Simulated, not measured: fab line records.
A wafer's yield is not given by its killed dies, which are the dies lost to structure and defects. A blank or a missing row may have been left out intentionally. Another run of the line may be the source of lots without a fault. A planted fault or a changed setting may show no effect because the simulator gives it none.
Chamber matching | flow gf180mcu | cmp-01 running GF_V3_CMP_04: 4 sister chambers
The step polishes SiO2. 20 wafers are shown with their chamber, then 10 later ones without.

== WAFERS PAIRED WITH THEIR CHAMBERS ==
wafer  | chamber | motor-current-A (A) | edge-zone-pressure-frac | time-to-endpoint-s (s)
L078.1 | 3       | 10.0                | 1.009                   | 78
L078.2 | 1       | 12.6                | 1.011                   | 82
L078.4 | 2       | 10.7                | 1.007                   | 83
L079.2 | 2       | 10.4                | 1.000                   | 77
L079.4 | 3       | 9.0                 | 1.001                   | 79
L079.6 | 0       | 12.8                | 0.997                   | 77
L080.2 | 1       | 12.8                | 0.999                   | 82
L080.4 | 3       | 9.4                 | 0.999                   | 85
L080.6 | 2       | 10.3                | 0.991                   | 90
L081.1 | 0       | 12.2                | 1.002                   | 86
L081.2 | 2       | 10.7                | 1.003                   | 86
L081.3 | 1       | 13.1                | 0.998                   | 83
L088.3 | 1       | 12.8                | 0.994                   | 77
L088.5 | 3       | 9.8                 | 1.005                   | 81
L088.6 | 2       | 10.3                | 0.997                   | 84
L090.2 | 0       | 13.1                | 0.997                   | 78
L090.4 | 3       | 9.8                 | 0.994                   | 83
L090.5 | 2       | 10.0                | 0.998                   | 86
L091.3 | 2       | 10.6                | 0.992                   | 72
L091.4 | 3       | 9.4                 | 1.011                   | 78

SIGNATURES (averages over the wafers above)
reading                 | chamber 0 | chamber 1 | chamber 2 | chamber 3 | scatter within a chamber
motor-current-A         | 12.700    | 12.825    | 10.429    | 9.567     | 0.318
edge-zone-pressure-frac | 0.99867   | 1.00050   | 0.99829   | 1.00317   | 0.00601
time-to-endpoint-s      | 80.33     | 81.00     | 82.57     | 80.67     | 4.58
Rule: distance of a wafer from a chamber = root of the sum over the readings of ((wafer's reading minus chamber's mean) / reading's scatter) squared. The wafer belongs to the nearest chamber; if the next one is less than 2 further off, it can't be placed. The scatter: the root of (the sum of the squares of (reading less its chamber's mean) over the shown wafers, divided by (wafers less chambers)).

== WAFERS WITHOUT THEIR CHAMBER ==
wafer  | motor-current-A (A) | edge-zone-pressure-frac | time-to-endpoint-s (s)
L091.5 | 9.9                 | 1.003                   | 82
L092.1 | 12.7                | 0.997                   | 77
L092.2 | 10.1                | 0.993                   | 70
L092.5 | 12.7                | 1.002                   | 82
L096.1 | 10.1                | 0.999                   | 70
L096.3 | 9.6                 | 0.994                   | 74
L096.5 | 9.5                 | 1.000                   | 78
L097.1 | 10.8                | 1.004                   | 76
L097.3 | 13.3                | 0.999                   | 81
L097.5 | 12.9                | 0.998                   | 84

== THE CHAMBER EACH PASSED THROUGH ==
wafer  | from the rows above     | in truth
L091.5 | can't be placed: 3 or 2 | 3
L092.1 | can't be placed: 0 or 1 | 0
L092.2 | can't be placed: 2 or 3 | 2
L092.5 | can't be placed: 1 or 0 | 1
L096.1 | can't be placed: 2 or 3 | 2
L096.3 | can't be placed: 3 or 2 | 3
L096.5 | 3                       | 3
L097.1 | can't be placed: 2 or 3 | 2
L097.3 | can't be placed: 1 or 0 | 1
L097.5 | can't be placed: 1 or 0 | 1
Correctly placed: 1 of 10. Cannot be placed on the basis of these rows: 9; the candidates contain the true chamber in 9. Placed wrongly: 0.
